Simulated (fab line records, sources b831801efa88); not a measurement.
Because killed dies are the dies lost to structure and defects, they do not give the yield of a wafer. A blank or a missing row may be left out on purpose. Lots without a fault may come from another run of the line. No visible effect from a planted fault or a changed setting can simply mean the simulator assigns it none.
Which of the tools did it?	flow gf180mcu	7 lots with 21 wafers sampled at 2 steps, on a route of 602 steps

== WHAT THE GAUGES READ, wafer by wafer ==
GF_NWELL_OVL_MEAS_07.
lot	measured	on	NWELL_OVL (nm)
L989	day 3 17:57	overlay-01	0.1 1.3 1.9
L991	day 4 04:46	overlay-01	-0.2 -0.2 2.5
L998	day 5 18:28	overlay-01	0.2 -0.2 -0.3
L101	day 6 13:40	overlay-02	-1.4 -0.5 0.2
L103	day 6 23:13	overlay-02	-1.9 -2.1 -1.5
L106	day 7 15:04	overlay-01	-2.1 -0.8 0.3
L109	day 8 07:13	overlay-02	-0.1 0.1 -1.4

== WHICH TOOL RAN EACH LOT (tool, then ch and the chambers of the sampled wafers, then the start) ==
lot	GF_DNWELL_IMPLANT_07
L989	implanter-03 ch 0, day 3 04:15
L991	implanter-01 ch 0, day 3 15:34
L998	implanter-03 ch 0, day 5 04:33
L101	implanter-02 ch 0, day 5 22:33
L103	implanter-01 ch 0, day 6 07:33
L106	implanter-01 ch 0, day 6 23:10
L109	implanter-02 ch 0, day 7 15:06
- GF_DNWELL_IMPLANT_07

== THE ANSWER, worked out from the rows above alone ==
Rule: usual is defined by the lots themselves. Put in order of their means at a reading, lots are off if they are a third of the lots or fewer, leave a main group of 4 or more, and stand apart from it by a gap of 3 or more times the standard deviation of the main group's means; of several such gaps the widest counts. Not used: any main group whose means are identical at the precision the tables above print for the reading. A lot without any number at a reading at which 4 lots or more have one is off too. The other lots that the step has rows for count as sound.
No lot is off on any of the readings shown, so nothing can be concluded from this.

== WHAT WAS PUT IN BY THE SIMULATOR ==
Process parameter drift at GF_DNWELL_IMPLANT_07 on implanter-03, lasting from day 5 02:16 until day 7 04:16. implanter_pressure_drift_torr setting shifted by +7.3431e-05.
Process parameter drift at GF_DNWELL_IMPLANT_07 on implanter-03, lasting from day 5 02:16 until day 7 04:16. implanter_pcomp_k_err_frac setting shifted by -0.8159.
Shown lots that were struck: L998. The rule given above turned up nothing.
